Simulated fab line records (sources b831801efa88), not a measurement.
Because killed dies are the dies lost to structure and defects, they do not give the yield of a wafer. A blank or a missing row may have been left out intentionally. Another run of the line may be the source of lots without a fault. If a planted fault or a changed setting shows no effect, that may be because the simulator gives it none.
fab line records | flow gf180mcu
record: lots: 15 | wafers: 45 | last_day: 34
route steps=602 shown V5@544 PASSIVATION@587
lots that met no fault: from a run of the same line without faults
start_h: hours from the record's opening day to when the first of the lot's shown wafers began | wait_h: time in hours since the lot's previous step | " repeats the value in the row above | L1.1+2: a row that stands for several wafers | - no value, or no start given | * or withheld: withheld | < > ~ a bound
route shown NAME@n: a module of which the file shows steps, and the number in the route of the first | usual: mean/standard deviation of fault-free wafers | same: alike in all rows | chamber/n: place in a boat | sites: readings site by site | _std_site: the standard deviation of these | _edge_site: mean of outer sites minus mean of inner sites | radius_mm: for every site, how far away it sits from the centre of the wafer | mask NAME#n: copy n | behind: the tool/chamber that last shaped the wafer | hold: the reason the lot was held/the length of the hold in hours/how it ended | device: the n, p or np transistor that did not switch | end of line: tests of these same wafers at the route's end | a step given without rows: its recipe and nothing more | killed: count of dies lost to structure and defects at first sort (not the wafer's yield) | map: shows each die of a wafer: x if killed, . if not, _ if none is there
set.NAME: the setting as run; set.NAME@STEP: as run at that earlier step | model.NAME: the simulator's own value behind a step, which no gauge read
the route's steps for a sample of lots (tables are steps, rows are wafers)
services: a tool's chamber out of use, with start hour (start_h, from the record's first day; less than 0 if before it), hours out, and reason
== steps ==
step: GF_V5_CMP_04
recipe: material: SiO2 | down_force_psi: 4 | platen_rpm: 60 | pad_velocity_m_s: 0.94248
usual: motor_current_A: 12.0/0.83 | slurry_filter_dp_kPa: 13.50/0.14
lot.wafer | tool   | chamber | start_h | wait_h | motor_current_A | slurry_filter_dp_kPa
L611.4    | cmp-01 | 1       | 609.81  | 0.0    | 11.6            | 13.30
L611.6    | "      | 1       | "       | "      | 12.3            | 13.77
L611.5    | "      | 2       | "       | "      | 11.7            | 13.66
L612.3    | cmp-01 | 1       | 616.64  | 0.0    | 12.1            | 13.55
L612.1    | "      | 2       | "       | "      | 11.6            | 13.38
L612.2    | "      | 3       | "       | "      | 13.9            | 13.27
L613.4    | cmp-02 | 0       | 624.71  | 0.1    | 11.9            | 13.39
L613.1    | "      | 1       | "       | "      | 11.0            | 13.32
L613.5    | "      | 3       | "       | "      | 13.9            | 13.33
L614.3    | cmp-01 | 1       | 633.50  | 0.1    | 11.7            | 13.60
L614.2    | "      | 2       | "       | "      | 12.3            | 13.63
L614.6    | "      | 0       | "       | "      | 11.4            | 13.56
L615.3    | cmp-02 | 1       | 643.07  | 0.0    | 10.7            | 13.57
L615.2    | "      | 0       | "       | "      | 12.5            | 13.61
L615.5    | "      | 1       | "       | "      | 10.8            | 13.59
L616.2    | cmp-02 | 3       | 652.60  | 0.1    | 13.2            | 13.37
L616.5    | "      | 2       | "       | "      | 11.4            | 13.53
L616.6    | "      | 3       | "       | "      | 13.2            | 13.39
L617.2    | cmp-01 | 2       | 661.85  | 0.0    | 12.0            | 13.53
L617.4    | "      | 3       | "       | "      | 13.6            | 13.55
L617.1    | "      | 1       | "       | "      | 11.3            | 13.50
L618.4    | cmp-01 | 0       | 662.60  | 0.1    | 11.2            | 13.71
L618.1    | "      | 2       | "       | "      | 12.4            | 13.47
L618.5    | "      | 3       | "       | "      | 12.2            | 13.44
L626.2    | cmp-01 | 3       | 722.53  | 0.0    | 13.1            | 13.74
L626.6    | "      | 3       | "       | "      | 12.8            | 13.84
L626.5    | "      | 0       | "       | "      | 11.3            | 13.30
L627.2    | cmp-02 | 2       | 731.50  | 0.1    | 11.5            | 13.33
L627.1    | "      | 3       | "       | "      | 14.1            | 13.66
L627.6    | "      | 0       | "       | "      | 12.7            | 13.69
L630.2    | cmp-02 | 3       | 747.40  | 0.0    | 13.3            | 13.47
L630.1    | "      | 1       | "       | "      | 11.1            | 13.59
L630.4    | "      | 2       | "       | "      | 11.5            | 13.24
L631.2    | cmp-01 | 2       | 752.00  | 0.0    | 12.2            | 13.75
L631.4    | "      | 0       | "       | "      | 11.3            | 13.56
L631.6    | "      | 3       | "       | "      | 13.0            | 13.68
L632.1    | cmp-02 | 3       | 757.16  | 0.1    | 13.5            | 13.48
L632.3    | "      | 0       | "       | "      | 12.0            | 13.48
L632.4    | "      | 1       | "       | "      | 11.5            | 13.29
L633.3    | cmp-02 | 3       | 762.25  | 0.0    | 13.2            | 13.60
L633.4    | "      | 2       | "       | "      | 12.1            | 13.54
L633.6    | "      | 0       | "       | "      | 11.3            | 13.65
L634.2    | cmp-02 | 2       | 772.74  | 0.0    | 12.0            | 13.64
L634.5    | "      | 2       | "       | "      | 11.0            | 13.24
L634.6    | "      | 3       | "       | "      | 13.3            | 13.54
step: GF_PASSIVATION_CVD_00
recipe: material: SiO2 | target_thk_nm: 1000 | precursor: TEOS | temp_c: 400 | time_s: 111.95 | rf_w: 584.2
usual: heater_power_outer_w: 327/71 | heater_power_w: 581/97
lot.wafer | tool     | chamber | start_h | wait_h | heater_power_outer_w | heater_power_w
L611.4    | pecvd-04 | 1       | 652.94  | 0.0    | 441                  | 669
L611.5    | "        | 0       | "       | "      | 374                  | 637
L611.6    | "        | 2       | "       | "      | 216                  | 425
L612.1    | pecvd-02 | 2       | 660.06  | 0.0    | 330                  | 587
L612.2    | "        | 0       | "       | "      | 327                  | 604
L612.3    | "        | 1       | "       | "      | 204                  | 376
L613.1    | pecvd-04 | 1       | 667.62  | 0.0    | 405                  | 641
L613.4    | "        | 2       | "       | "      | 263                  | 501
L613.5    | "        | 1       | "       | "      | 440                  | 680
L614.2    | pecvd-02 | 1       | 675.48  | 0.0    | 227                  | 404
L614.3    | "        | 2       | "       | "      | 287                  | 545
L614.6    | "        | 1       | "       | "      | 248                  | 446
L615.2    | pecvd-01 | 0       | 684.27  | 0.0    | 389                  | 731
L615.3    | "        | 2       | "       | "      | 300                  | 557
L615.5    | "        | 2       | "       | "      | 325                  | 631
L616.2    | pecvd-02 | 0       | 692.82  | 0.0    | -                    | -
L616.5    | "        | 0       | "       | "      | -                    | -
L616.6    | "        | 1       | "       | "      | -                    | -
L617.1    | pecvd-04 | 0       | 703.75  | 0.0    | -                    | -
L617.2    | "        | 1       | "       | "      | -                    | -
L617.4    | "        | 0       | "       | "      | -                    | -
L618.1    | pecvd-01 | 0       | 704.00  | 0.0    | -                    | -
L618.4    | "        | 2       | "       | "      | -                    | -
L618.5    | "        | 0       | "       | "      | -                    | -
L626.2    | pecvd-01 | 0       | 759.39  | 0.0    | 482                  | 828
L626.5    | "        | 0       | "       | "      | 355                  | 635
L626.6    | "        | 1       | "       | "      | 318                  | 566
L627.1    | pecvd-04 | 1       | 767.90  | 0.0    | 403                  | 620
L627.2    | "        | 0       | "       | "      | 345                  | 616
L627.6    | "        | 0       | "       | "      | 368                  | 625
L630.1    | pecvd-04 | 2       | 781.73  | 0.0    | 275                  | 514
L630.2    | "        | 0       | "       | "      | 310                  | 581
L630.4    | "        | 1       | "       | "      | 347                  | 578
L631.2    | pecvd-01 | 1       | 786.09  | 0.0    | 281                  | 516
L631.4    | "        | 1       | "       | "      | 330                  | 552
L631.6    | "        | 2       | "       | "      | 246                  | 499
L632.1    | pecvd-02 | 0       | 791.59  | 0.0    | 235                  | 491
L632.3    | "        | 1       | "       | "      | 255                  | 442
L632.4    | "        | 1       | "       | "      | 177                  | 345
L633.3    | pecvd-04 | 1       | 797.62  | 0.0    | 446                  | 695
L633.4    | "        | 0       | "       | "      | 363                  | 627
L633.6    | "        | 2       | "       | "      | 218                  | 435
L634.2    | pecvd-01 | 2       | 806.17  | 0.0    | 357                  | 649
L634.5    | "        | 1       | "       | "      | 344                  | 600
L634.6    | "        | 2       | "       | "      | 254                  | 516
step: GF_PASSIVATION_CVD_02
recipe: material: Si3N4 | target_thk_nm: 700 | time_s: 486.18 | temp_c: 400 | rf_w: 450
usual: heater_power_outer_w: 354/62 | heater_power_w: 619/87
lot.wafer | tool     | chamber | start_h | wait_h | heater_power_outer_w | heater_power_w
L611.4    | pecvd-01 | 0       | 653.19  | 0.2    | 384                  | 706
L611.5    | "        | 1       | "       | "      | 382                  | 649
L611.6    | "        | 2       | "       | "      | 385                  | 685
L612.1    | pecvd-04 | 0       | 660.20  | 0.1    | 312                  | 555
L612.2    | "        | 1       | "       | "      | 409                  | 636
L612.3    | "        | 2       | "       | "      | 332                  | 579
L613.1    | pecvd-02 | 0       | 667.76  | 0.1    | 273                  | 525
L613.4    | "        | 1       | "       | "      | 218                  | 395
L613.5    | "        | 2       | "       | "      | 371                  | 656
L614.2    | pecvd-01 | 0       | 675.62  | 0.0    | 506                  | 829
L614.3    | "        | 1       | "       | "      | 391                  | 655
L614.6    | "        | 0       | "       | "      | 383                  | 700
L615.2    | pecvd-04 | 0       | 684.40  | 0.0    | 312                  | 562
L615.3    | "        | 2       | "       | "      | 310                  | 579
L615.5    | "        | 2       | "       | "      | 342                  | 574
L616.2    | pecvd-04 | 0       | 692.95  | 0.0    | 384                  | 662
L616.5    | "        | 2       | "       | "      | 253                  | 477
L616.6    | "        | 1       | "       | "      | 444                  | 692
L617.1    | pecvd-02 | 0       | 703.88  | 0.1    | 358                  | 644
L617.2    | "        | 2       | "       | "      | 301                  | 563
L617.4    | "        | 2       | "       | "      | 331                  | 595
L618.1    | pecvd-04 | 2       | 704.14  | 0.1    | 263                  | 486
L618.4    | "        | 1       | "       | "      | 424                  | 657
L618.5    | "        | 0       | "       | "      | 407                  | 673
L626.2    | pecvd-04 | 1       | 759.53  | 0.0    | 436                  | 672
L626.5    | "        | 2       | "       | "      | 316                  | 559
L626.6    | "        | 1       | "       | "      | 459                  | 705
L627.1    | pecvd-01 | 1       | 768.13  | 0.1    | 304                  | 552
L627.2    | "        | 0       | "       | "      | 497                  | 847
L627.6    | "        | 2       | "       | "      | 378                  | 673
L630.1    | pecvd-02 | 0       | 781.87  | 0.1    | 373                  | 631
L630.2    | "        | 1       | "       | "      | 219                  | 397
L630.4    | "        | 1       | "       | "      | 239                  | 443
L631.2    | pecvd-04 | 0       | 786.23  | 0.0    | 377                  | 655
L631.4    | "        | 0       | "       | "      | 399                  | 696
L631.6    | "        | 1       | "       | "      | 456                  | 702
L632.1    | pecvd-04 | 0       | 791.73  | 0.1    | 350                  | 628
L632.3    | "        | 1       | "       | "      | 460                  | 741
L632.4    | "        | 1       | "       | "      | 483                  | 755
L633.3    | pecvd-01 | 1       | 797.76  | 0.0    | 290                  | 539
L633.4    | "        | 0       | "       | "      | 377                  | 696
L633.6    | "        | 1       | "       | "      | 313                  | 577
L634.2    | pecvd-02 | 0       | 806.31  | 0.0    | 336                  | 603
L634.5    | "        | 2       | "       | "      | 348                  | 603
L634.6    | "        | 0       | "       | "      | 355                  | 632
step: GF_PASSIVATION_ETCH_11
recipe: chemistry: CF4/O2 | target_depth_nm: 1800 | stop_on: TiN | source_w: 800 | bias_w: 150 | pressure_mtorr: 150 | cf4_flow_sccm: 80 | O2_flow_sccm: 10 | time_s: 400
usual: drypump_motor_current_A: 5.8/0.47 | oes_product_au: 0.962/0.0078 | throttle_valve_pct: 5.959/0.0093
lot.wafer | tool        | chamber | start_h | wait_h | drypump_motor_current_A | oes_product_au | rf_hours_counter_h | throttle_valve_pct
L611.4    | rie_diel-01 | 2       | 672.45  | -      | 5.9                     | 0.960          | 14                 | 5.969
L611.5    | "           | 0       | "       | "      | 5.7                     | 0.956          | -                  | 5.957
L611.6    | "           | 1       | "       | "      | 6.4                     | 0.965          | -                  | 5.969
L612.1    | rie_diel-04 | 1       | 679.45  | -      | 5.0                     | 0.949          | 6                  | 5.936
L612.2    | "           | 2       | "       | "      | 5.3                     | 0.955          | 67                 | 5.964
L612.3    | "           | 3       | "       | "      | 5.4                     | 0.962          | 26                 | 5.969
L613.1    | rie_diel-04 | 0       | 687.05  | -      | 6.7                     | 0.959          | 2                  | 5.953
L613.4    | "           | 2       | "       | "      | 5.4                     | 0.962          | 68                 | 5.973
L613.5    | "           | 0       | "       | "      | 6.7                     | 0.955          | -                  | 5.956
L614.2    | rie_diel-01 | 2       | 694.40  | -      | 5.9                     | 0.959          | 14                 | 5.960
L614.3    | "           | 0       | "       | "      | 5.6                     | 0.961          | 48                 | 5.968
L614.6    | "           | 0       | "       | "      | 5.7                     | 0.980          | -                  | 5.960
L615.2    | rie_diel-01 | 0       | 703.31  | -      | 5.7                     | 0.971          | 48                 | 5.961
L615.3    | "           | 1       | "       | "      | 6.4                     | 0.966          | 11                 | 5.947
L615.5    | "           | 3       | "       | "      | 6.0                     | 0.971          | -                  | 5.950
L616.2    | rie_diel-04 | 1       | 712.20  | -      | 5.0                     | 0.981          | 8                  | 5.947
L616.5    | "           | 1       | "       | "      | 5.0                     | 0.984          | -                  | 5.966
L616.6    | "           | 3       | "       | "      | 5.3                     | 0.997          | -                  | 5.966
L617.1    | rie_diel-04 | 1       | 722.55  | -      | 5.0                     | 0.983          | 8                  | 5.966
L617.2    | "           | 0       | "       | "      | 6.7                     | 0.972          | 4                  | 5.987
L617.4    | "           | 1       | "       | "      | 5.0                     | 0.978          | -                  | 5.963
L618.1    | rie_diel-02 | 0       | 722.56  | -      | 5.7                     | 0.991          | 8                  | 5.984
L618.4    | "           | 1       | "       | "      | 5.3                     | 0.978          | 3                  | 5.956
L618.5    | "           | 3       | "       | "      | 5.9                     | 0.998          | -                  | 5.965
L626.2    | rie_diel-02 | 1       | 775.31  | -      | 5.2                     | 0.958          | 5                  | 5.953
L626.5    | "           | 3       | "       | "      | 5.9                     | 0.984          | -                  | 5.958
L626.6    | "           | 0       | "       | "      | 5.7                     | 0.969          | -                  | 5.957
L627.1    | rie_diel-02 | 2       | 784.36  | -      | 6.3                     | 0.960          | 19                 | 5.972
L627.2    | "           | 1       | "       | "      | 5.3                     | 0.966          | 6                  | 5.956
L627.6    | "           | 2       | "       | "      | 6.2                     | 0.960          | -                  | 5.954
L630.1    | rie_diel-01 | 1       | 797.21  | -      | 6.5                     | 0.958          | 15                 | 5.970
L630.2    | "           | 0       | "       | "      | 5.6                     | 0.957          | 1                  | 5.943
L630.4    | "           | 3       | "       | "      | 5.9                     | 0.965          | 41                 | 5.976
L631.2    | rie_diel-01 | 2       | 801.91  | -      | 6.0                     | 0.958          | 19                 | 5.956
L631.4    | "           | 1       | "       | "      | 6.4                     | 0.960          | 15                 | 5.959
L631.6    | "           | 1       | "       | "      | 6.4                     | 0.967          | -                  | 5.961
L632.1    | rie_diel-01 | 0       | 807.00  | -      | 5.7                     | 0.947          | 2                  | 5.953
L632.3    | "           | 1       | "       | "      | 6.4                     | 0.963          | 16                 | 5.953
L632.4    | "           | 3       | "       | "      | 5.9                     | 0.968          | 41                 | 5.966
L633.3    | rie_diel-01 | 3       | 812.55  | -      | 5.9                     | 0.953          | 42                 | 5.952
L633.4    | "           | 0       | "       | "      | 5.7                     | 0.954          | 2                  | 5.955
L633.6    | "           | 2       | "       | "      | 5.9                     | 0.959          | -                  | 5.963
L634.2    | rie_diel-04 | 2       | 820.56  | -      | 5.4                     | 0.960          | 4                  | 5.953
L634.5    | "           | 2       | "       | "      | 5.4                     | 0.965          | -                  | 5.971
L634.6    | "           | 1       | "       | "      | 5.0                     | 0.965          | -                  | 5.961
step: GF_PASSIVATION_STRIP_12
recipe: chemistry: O2/N2 | power_w: 1400 | pressure_mtorr: 1500 | platen_temp_c: 250 | o2_flow_sccm: 3000 | n2_flow_sccm: 300 | overash_fraction: 0.5
usual: drypump_motor_current_A: 5.9/0.51 | heater_power_w: 325/43 | oes_product_au: 0.719/0.0046 | strip_time_to_endpoint_s: 34.8/0.36
same: overash_fraction: 0.5
lot.wafer | tool            | chamber | start_h | wait_h | drypump_motor_current_A | heater_power_w | oes_product_au | rf_hours_counter_h | strip_time_to_endpoint_s
L611.4    | plasma_asher-04 | 0       | 672.72  | 0.2    | 5.1                     | 320            | 0.720          | -                  | 35.1
L611.5    | "               | 0       | "       | "      | 5.1                     | 316            | 0.714          | -                  | 34.5
L611.6    | "               | 1       | "       | "      | 6.3                     | 332            | 0.714          | -                  | 34.4
L612.1    | plasma_asher-03 | 1       | 679.69  | 0.1    | 6.7                     | 404            | 0.716          | 91                 | 34.9
L612.2    | "               | 0       | "       | "      | 6.1                     | 255            | 0.717          | 91                 | 34.1
L612.3    | "               | 1       | "       | "      | 6.7                     | 398            | 0.711          | -                  | 34.5
L613.1    | plasma_asher-03 | 1       | 687.29  | 0.1    | 6.7                     | 400            | 0.717          | 92                 | 35.4
L613.4    | "               | 1       | "       | "      | 6.7                     | 404            | 0.715          | -                  | 34.3
L613.5    | "               | 0       | "       | "      | 6.1                     | 244            | 0.719          | -                  | 35.3
L614.2    | plasma_asher-02 | 1       | 694.64  | 0.1    | 6.0                     | 328            | 0.719          | 30                 | 35.0
L614.3    | "               | 0       | "       | "      | 5.8                     | 308            | 0.715          | -                  | 34.8
L614.6    | "               | 1       | "       | "      | 6.0                     | 329            | 0.724          | -                  | 34.7
L615.2    | plasma_asher-04 | 1       | 703.55  | 0.1    | 6.2                     | 331            | 0.714          | 102                | 34.5
L615.3    | "               | 0       | "       | "      | 5.1                     | 319            | 0.718          | -                  | 34.2
L615.5    | "               | 0       | "       | "      | 5.0                     | 320            | 0.715          | -                  | 34.6
L616.2    | plasma_asher-02 | 1       | 712.44  | 0.1    | 6.0                     | 321            | 0.717          | 32                 | 34.6
L616.5    | "               | 1       | "       | "      | 6.0                     | 324            | 0.715          | -                  | 34.7
L616.6    | "               | 0       | "       | "      | 5.8                     | 307            | 0.724          | -                  | 34.0
L617.1    | plasma_asher-02 | 0       | 722.79  | 0.1    | 5.9                     | 312            | 0.722          | 33                 | 34.5
L617.2    | "               | 1       | "       | "      | 6.0                     | 328            | 0.719          | 33                 | 35.0
L617.4    | "               | 1       | "       | "      | 6.0                     | 329            | 0.716          | -                  | 34.5
L618.1    | plasma_asher-03 | 1       | 722.80  | 0.1    | 6.7                     | 398            | 0.715          | 96                 | 34.4
L618.4    | "               | 0       | "       | "      | 6.1                     | 250            | 0.726          | -                  | 35.2
L618.5    | "               | 1       | "       | "      | 6.7                     | 401            | 0.718          | -                  | 34.8
L626.2    | plasma_asher-02 | 0       | 775.55  | 0.1    | 5.9                     | 300            | 0.719          | 39                 | 35.0
L626.5    | "               | 1       | "       | "      | 6.0                     | 335            | 0.725          | -                  | 34.7
L626.6    | "               | 0       | "       | "      | 5.8                     | 314            | 0.715          | -                  | 34.3
L627.1    | plasma_asher-03 | 0       | 784.60  | 0.1    | 6.1                     | 250            | 0.710          | 101                | 35.1
L627.2    | "               | 1       | "       | "      | 6.7                     | 404            | 0.722          | 101                | 34.9
L627.6    | "               | 0       | "       | "      | 6.1                     | 250            | 0.714          | -                  | 35.2
L630.1    | plasma_asher-04 | 0       | 797.45  | 0.1    | 5.1                     | 321            | 0.725          | 6                  | 34.4
L630.2    | "               | 1       | "       | "      | 6.3                     | 346            | 0.717          | 6                  | 34.9
L630.4    | "               | 0       | "       | "      | 5.1                     | 314            | 0.725          | -                  | 35.2
L631.2    | plasma_asher-03 | 0       | 802.15  | 0.1    | 6.1                     | 247            | 0.721          | 104                | 34.7
L631.4    | "               | 1       | "       | "      | 6.7                     | 394            | 0.718          | -                  | 34.3
L631.6    | "               | 0       | "       | "      | 6.1                     | 249            | 0.720          | -                  | 34.5
L632.1    | plasma_asher-04 | 1       | 807.24  | 0.1    | 6.3                     | 347            | 0.714          | 7                  | 34.9
L632.3    | "               | 0       | "       | "      | 5.0                     | 321            | 0.717          | -                  | 34.6
L632.4    | "               | 1       | "       | "      | 6.2                     | 352            | 0.719          | -                  | 34.9
L633.3    | plasma_asher-04 | 0       | 812.82  | 0.2    | 5.1                     | 316            | 0.716          | -                  | 35.0
L633.4    | "               | 1       | "       | "      | 6.3                     | 351            | 0.723          | -                  | 35.1
L633.6    | "               | 0       | "       | "      | 5.1                     | 317            | 0.722          | -                  | 35.2
L634.2    | plasma_asher-02 | 0       | 820.80  | 0.1    | 5.8                     | 302            | 0.725          | 43                 | 34.2
L634.5    | "               | 0       | "       | "      | 5.8                     | 304            | 0.721          | -                  | 34.3
L634.6    | "               | 1       | "       | "      | 6.0                     | 319            | 0.721          | -                  | 34.7
step: GF_PASSIVATION_BOW_MEAS_14
recipe: mode: bow
usual: PASSIVATION_BOW: 136/10
lot.wafer | tool          | chamber | start_h | wait_h | PASSIVATION_BOW[um]
L611.4    | film_metro-02 | -       | 674.35  | 0.1    | 138
L611.5    | "             | -       | "       | "      | 152
L611.6    | "             | -       | "       | "      | 134
L612.1    | film_metro-03 | -       | 681.29  | 0.0    | 161
L612.2    | "             | -       | "       | "      | 162
L612.3    | "             | -       | "       | "      | 149
L613.1    | film_metro-02 | -       | 688.89  | 0.0    | 133
L613.4    | "             | -       | "       | "      | 133
L613.5    | "             | -       | "       | "      | 136
L614.2    | film_metro-01 | -       | 696.30  | 0.1    | 131
L614.3    | "             | -       | "       | "      | 127
L614.6    | "             | -       | "       | "      | 130
L615.2    | film_metro-03 | -       | 705.17  | 0.0    | 132
L615.3    | "             | -       | "       | "      | 136
L615.5    | "             | -       | "       | "      | 139
L616.2    | film_metro-03 | -       | 714.06  | 0.0    | 99
L616.5    | "             | -       | "       | "      | 106
L616.6    | "             | -       | "       | "      | 109
L617.1    | film_metro-02 | -       | 724.39  | 0.0    | 88
L617.2    | "             | -       | "       | "      | 95
L617.4    | "             | -       | "       | "      | 92
L618.1    | film_metro-03 | -       | 725.22  | 0.0    | 103
L618.4    | "             | -       | "       | "      | 91
L618.5    | "             | -       | "       | "      | 96
L626.2    | film_metro-01 | -       | 777.17  | 0.0    | 128
L626.5    | "             | -       | "       | "      | 136
L626.6    | "             | -       | "       | "      | 138
L627.1    | film_metro-02 | -       | 786.20  | 0.0    | 144
L627.2    | "             | -       | "       | "      | 137
L627.6    | "             | -       | "       | "      | 147
L630.1    | film_metro-01 | -       | 799.05  | 0.0    | 138
L630.2    | "             | -       | "       | "      | 139
L630.4    | "             | -       | "       | "      | 144
L631.2    | film_metro-03 | -       | 803.77  | 0.0    | 145
L631.4    | "             | -       | "       | "      | 135
L631.6    | "             | -       | "       | "      | 125
L632.1    | film_metro-03 | -       | 808.96  | 0.1    | 138
L632.3    | "             | -       | "       | "      | 140
L632.4    | "             | -       | "       | "      | 141
L633.3    | film_metro-02 | -       | 814.43  | 0.0    | 131
L633.4    | "             | -       | "       | "      | 138
L633.6    | "             | -       | "       | "      | 140
L634.2    | film_metro-03 | -       | 822.42  | 0.0    | 141
L634.5    | "             | -       | "       | "      | 134
L634.6    | "             | -       | "       | "      | 138
== services ==
tool            | chamber | start_h | hours | kind
rie_diel-01     | 2       | 585.82  | 5.7   | repair
pecvd-01        | -       | 591.12  | 14.0  | pm
rie_diel-04     | 3       | 607.54  | 4.2   | repair
plasma_asher-03 | -       | 615.09  | 4.0   | pm
cmp-01          | -       | 618.24  | 6.8   | pm
pecvd-01        | 0       | 620.38  | 5.8   | repair
pecvd-01        | 2       | 624.26  | 6.2   | repair
cmp-02          | -       | 635.04  | 4.7   | pm
plasma_asher-03 | -       | 635.17  | 1.1   | repair
rie_diel-01     | 3       | 644.59  | 5.8   | repair
cmp-01          | -       | 647.08  | 0.4   | repair
cmp-02          | -       | 667.26  | 4.5   | repair
pecvd-04        | -       | 680.96  | 1.7   | repair
rie_diel-01     | 1       | 710.24  | 2.6   | repair
rie_diel-01     | -       | 712.51  | 4.3   | pm
pecvd-02        | 1       | 726.80  | 12.0  | repair
pecvd-04        | -       | 729.08  | 1.4   | repair
pecvd-02        | -       | 741.14  | 4.3   | pm
cmp-01          | -       | 744.29  | 4.0   | pm
pecvd-02        | -       | 745.47  | 14.6  | pm
cmp-01          | -       | 753.03  | 6.0   | pm
cmp-01          | -       | 763.43  | 1.7   | repair
rie_diel-01     | 2       | 785.89  | 8.8   | repair
pecvd-04        | -       | 799.38  | 14.0  | pm
== key ==
first_sign: step: GF_PASSIVATION_CVD_00 | reading: tool_record | direction: missing
effect: step: GF_PASSIVATION_ETCH_11 | reading: oes_product_au | direction: up | sigmas: 2.9 | usual: 0.962 | struck: 0.985 | wafers_moved: 8
effect: step: GF_PASSIVATION_BOW_MEAS_14 | reading: PASSIVATION_BOW | direction: down | sigmas: 3.7 | usual: 136 | struck: 98
met_at GF_PASSIVATION_CVD_00
struck_lots L616,L617,L618
later_rows_left_out L616.2,L616.5,L616.6,L617.1,L617.2,L617.4,L618.1,L618.4,L618.5
sort_left_out L616.2,L616.5,L616.6,L617.1,L617.2,L617.4,L618.1,L618.4,L618.5
not_acting_at GF_V5_CMP_04,GF_PASSIVATION_CVD_02,GF_PASSIVATION_STRIP_12
onset_between 684.27 692.82
fault: kind: skipped_step_whole | tool: pecvd-01,pecvd-02,pecvd-04 | chamber: - | onset_h: 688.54 | steps: GF_PASSIVATION_CVD_00 | scope: struck_lots_only
sort_left_out: the simulated sort isn't trusted on such a fault, so these wafers' sort isn't shown, and their yield isn't known
later_rows_left_out: the simulator's readings of these wafers behind a module that went badly wrong aren't trusted and aren't shown, but for the sort
